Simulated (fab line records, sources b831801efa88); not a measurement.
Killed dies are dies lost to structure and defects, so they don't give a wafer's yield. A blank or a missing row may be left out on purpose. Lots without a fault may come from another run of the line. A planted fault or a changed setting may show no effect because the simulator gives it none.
Which tool did it? | flow gf180mcu | 14 lots, 42 wafers sampled, at 3 steps of a route of 602

WHAT THE GAUGES READ, wafer by wafer
GF_HV_LDD_OVL_MEAS_32. Usual: HV_LDD_02_OVL 0.1 nm, standard deviation 1.5.
lot  | measured     | on         | HV_LDD_02_OVL (nm) | flag
L156 | day 11 10:49 | overlay-02 | 0.0 -1.5 -2.7      |
L157 | day 11 23:20 | overlay-02 | 0.2 -1.8 1.0       |
L162 | day 13 11:31 | overlay-01 | 1.6 0.8 0.7        |
L163 | day 14 03:07 | overlay-01 | 0.5 0.6 0.2        |
L168 | day 15 15:14 | overlay-01 | 0.8 1.6 0.1        |
L169 | day 16 00:31 | overlay-01 | -0.8 0.0 0.8       |
L170 | day 16 04:08 | overlay-02 | -2.2 -3.6 -2.2     |
L172 | day 16 18:01 | overlay-01 | 1.7 2.1 2.0        |
L173 | day 17 04:02 | overlay-02 | 0.0 0.3 -0.5       |
L174 | day 17 14:46 | overlay-02 | -2.4 -3.3 -1.9     |
L176 | day 18 03:14 | overlay-02 | 0.1 -0.8 -0.5      |
L177 | day 18 11:39 | overlay-02 | 1.6 1.7 1.4        |
L178 | day 18 22:43 | overlay-02 | -0.9 -2.5 -2.4     |
L179 | day 19 05:04 | overlay-01 | 2.3 2.2 0.6        |

GF_HV_LDD_THK_MEAS_55. Usual: HV_LDD_CVD_54_THK 10.00 nm, standard deviation 0.15.
lot  | measured     | on            | HV_LDD_CVD_54_THK (nm) | flag
L156 | day 12 08:14 | film_metro-02 | 10.10 10.04 9.95       |
L157 | day 12 21:16 | film_metro-01 | 9.91 9.98 9.84         |
L162 | day 14 10:43 | film_metro-02 | 10.23 10.20 10.04      |
L163 | day 15 02:01 | film_metro-01 | 10.14 10.20 10.23      |
L168 | day 16 14:37 | film_metro-04 | 9.77 9.81 9.76         |
L169 | day 17 01:10 | film_metro-04 | 9.85 9.95 10.03        |
L170 | day 17 05:40 | film_metro-04 | 9.81 9.75 10.00        |
L172 | day 17 20:48 | film_metro-01 | 10.11 9.89 9.93        |
L173 | day 18 05:44 | film_metro-01 | 10.00 9.94 9.99        |
L174 | day 18 16:48 | film_metro-01 | 9.69 9.72 9.76         |
L176 | day 19 06:19 | film_metro-02 | 10.05 10.20 10.18      |
L177 | day 19 14:28 | film_metro-02 | 9.85 9.95 9.92         |
L178 | day 20 01:07 | film_metro-04 | 10.05 10.08 9.91       |
L179 | day 20 07:59 | film_metro-02 | 9.81 9.81 9.78         |

WHICH TOOL RAN EACH LOT (tool, then ch and the chambers of the sampled wafers, then the start)
lot  | GF_HV_LDD_RTA_52
L156 | rtp_anneal-01 ch 0, day 12 07:02
L157 | rtp_anneal-01 ch 0, day 12 20:04
L162 | rtp_anneal-01 ch 0, day 14 09:31
L163 | rtp_anneal-02 ch 0, day 15 00:48
L168 | rtp_anneal-01 ch 0, day 16 13:25
L169 | rtp_anneal-01 ch 0, day 16 23:58
L170 | rtp_anneal-01 ch 0, day 17 03:40
L172 | rtp_anneal-02 ch 0, day 17 17:59
L173 | rtp_anneal-02 ch 0, day 18 04:32
L174 | rtp_anneal-02 ch 0, day 18 15:36
L176 | rtp_anneal-01 ch 0, day 19 04:46
L177 | rtp_anneal-02 ch 0, day 19 13:16
L178 | rtp_anneal-02 ch 0, day 19 23:55
L179 | rtp_anneal-01 ch 0, day 20 06:16
- GF_HV_LDD_RTA_52: time 10 s.

WHAT THE TOOLS THEMSELVES READ (means of the sampled wafers that have a number; where no wafer has one, the mark that the record gives instead)
GF_HV_LDD_RTA_52. Usual: lamp_power_pct 32.8 %, standard deviation 0.35; wafer_temp_C_max 1004.2, standard deviation 0.9.
lot  | tool          | lamp_power_pct (%) | wafer_temp_C_max | flag
L156 | rtp_anneal-01 | 32.5               | 1003.7           |
L157 | rtp_anneal-01 | 32.5               | 1003.8           |
L162 | rtp_anneal-01 | 32.5               | 1003.8           |
L163 | rtp_anneal-02 | 33.2               | 1003.0           |
L168 | rtp_anneal-01 | 32.5               | 1004.3           |
L169 | rtp_anneal-01 | 32.5               | 1004.5           |
L170 | rtp_anneal-01 | 32.5               | 1004.6           |
L172 | rtp_anneal-02 | 33.2               | 1004.4           |
L173 | rtp_anneal-02 | 33.2               | 1004.5           |
L174 | rtp_anneal-02 | 33.2               | 1004.4           |
L176 | rtp_anneal-01 | 32.5               | 1003.7           |
L177 | rtp_anneal-02 | 33.1               | 1004.3           |
L178 | rtp_anneal-02 | 33.2               | 1003.9           |
L179 | rtp_anneal-01 | 32.5               | 1004.9           |

THE ANSWER, worked out from the rows above alone
Rule: a lot is off if the mean of its wafers that have a number lies more than 3 standard deviations from the usual mean. A lot without any number at a reading at which 4 lots or more have one is off too. The other lots that the step has rows for count as sound. The gauges are gone through in route order, then the tools' own readings, and for those a lot's mean is taken as printed above. The first step at which some lot is off is used, and at that step the reading that is off furthest; a lot without a number counts as furthest.
No lot is off at any reading shown: from this, nothing can be told.

WHAT THE SIMULATOR HAD PUT IN
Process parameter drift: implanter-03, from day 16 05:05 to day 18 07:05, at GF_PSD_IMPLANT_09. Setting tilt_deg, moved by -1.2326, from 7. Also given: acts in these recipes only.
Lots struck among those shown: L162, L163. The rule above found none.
